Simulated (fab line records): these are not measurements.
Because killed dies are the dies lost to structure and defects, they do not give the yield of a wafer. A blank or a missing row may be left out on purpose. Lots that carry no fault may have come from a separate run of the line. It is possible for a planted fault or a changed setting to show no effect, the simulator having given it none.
A struck lot beside a sound one || flow sky130 || 16 out of 708 route steps
Sound: wafers L255.1, L255.4, L255.6. Struck: wafers L269.3, L269.6 (left out: L269.2, a lot-mate that was not struck); the cause follows at the end.
For every step that has rows: the tool of each side, followed by ch and its chambers, followed by its first start. Under that, the readings that differ: sound wafers || struck wafers || difference of the means || sigmas: that difference in standard deviations of wafers without a fault.
alike: same words and numbers on both sides, and readings whose means sit less than 2 such deviations apart. not compared: any withheld reading, any reading some wafer has no value for, any bound like >300 that may hide the same value, and any number with overlapping values for which the record gives no deviation.
Wherever a step has rows on one side only, a row that says differs or no value, or a row with sigmas, the two part there. Non-overlapping numbers with no deviation appear without sigmas and do not part them. A reading that every wafer of one side lacks parts them only if that side has two wafers or more.

first, 1 step without rows for these wafers: SKY_FIELD_ISO_CVD_03 (deposits Si3N4 from DCS/NH3, target thk 165 nm, time 2830 s).
SKY_FIELD_ISO_THK_MEAS_04:
  struck on film metro-02, day 5 05:17; sound on film metro-02, day 2 05:17
  alike: FIELD_ISO_CVD_03_THK
then, 8 steps without rows for these wafers: SKY_FIELD_ISO_DEHYDRATE_05 (time 60 s); SKY_FIELD_ISO_HMDS_06 (prime time 60 s); SKY_FIELD_ISO_COAT_07 (resist thk 60 nm); SKY_FIELD_ISO_COAT_08 (resist thk 450 nm); SKY_FIELD_ISO_SOFTBAKE_09 (time 90 s); SKY_FIELD_ISO_EXPOSE_10 (exposes mask FOM, target cd 150 nm); SKY_FIELD_ISO_PEB_11; SKY_FIELD_ISO_DEVELOP_12 (develop time 60 s).
SKY_FIELD_ISO_CD_MEAS_13: the cd target is 150 nm.
  struck on cd sem-02, day 5 23:13; sound on cd sem-01, day 2 20:02
  alike: cd nm
SKY_FIELD_ISO_ETCH_14: etches BARC in N2/H2, stops on SiO2, time 45.9 s, target depth 60 nm.
  sound on rie diel-01 ch 0,2, day 2 20:09; struck on rie diel-01 ch 0, day 5 23:19
  alike: drypump motor current A, oes product au, throttle valve pct
  not compared: rf hours counter h
SKY_FIELD_ISO_ETCH_15: etches the open film in CHF3/O2, stops on Si, target depth 180 nm, time 72 s.
  sound on rie diel-01 ch 0,2, day 2 20:11; struck on rie diel-01 ch 0, day 5 23:21
{"reading": "model.KrF-thick_of_FIELD_ISO_COAT_08.thk nm (nm)", "sound": "232.9 241 239.2", "struck": "252.1 253.2", "difference": "+14.9", "sigmas": ""}
{"reading": "model.etch.depth nm (nm)", "sound": "166 166.1 164.2", "struck": "162.3 160.4", "difference": -4.1, "sigmas": ""}
  alike: drypump motor current A, oes product au, throttle valve pct
  not compared: rf hours counter h
SKY_FIELD_ISO_STRIP_16: strips in O2/N2.
  sound on plasma asher-01 ch 0,1, day 2 20:15; struck on plasma asher-01 ch 0,1, day 5 23:25
{"reading": "strip time to endpoint s (s)", "sound": "3.51 3.59 3.60", "struck": "3.71 3.72", "difference": "+0.15", "sigmas": "+3"}
  alike: drypump motor current A, oes product au
  not compared: rf hours counter h
SKY_FIELD_ISO_ETCH_17: etches Si in HBr/Cl2/O2, target depth 342 nm, time 97.7 s.
  sound on rie si-02 ch 0,2, day 2 20:21; struck on rie si-02 ch 0,2, day 5 23:31
  alike: HBr_flow_sccm, drypump motor current A, oes product au, throttle valve pct
  not compared: rf hours counter h
-- a jump in the record: the struck wafers' starts before and after are 44 days apart (it breaks off in module FIELD_ISO and resumes in module PAD_OPEN, where the first step shown is number 708 of the route) --
SKY_PAD_OPEN_PROBE_99:
  struck on prober-01, day 49 23:44; sound on prober-01, day 46 23:13
{"reading": "killed_at_M4_up", "sound": "10 7", "struck": "4 3", "difference": -5, "sigmas": -2}
{"reading": "killed at other", "sound": "2 1", "struck": "0 0", "difference": -2, "sigmas": -3}
  alike: killed_at_M0_to_M3, killed at contacts, killed at front end, killed dies, killed open, killed short

WHERE THEY PART
Last at SKY_PAD_OPEN_PROBE_99 as far as this record goes, first at SKY_FIELD_ISO_STRIP_16.

WHY: what had been put in by the simulator
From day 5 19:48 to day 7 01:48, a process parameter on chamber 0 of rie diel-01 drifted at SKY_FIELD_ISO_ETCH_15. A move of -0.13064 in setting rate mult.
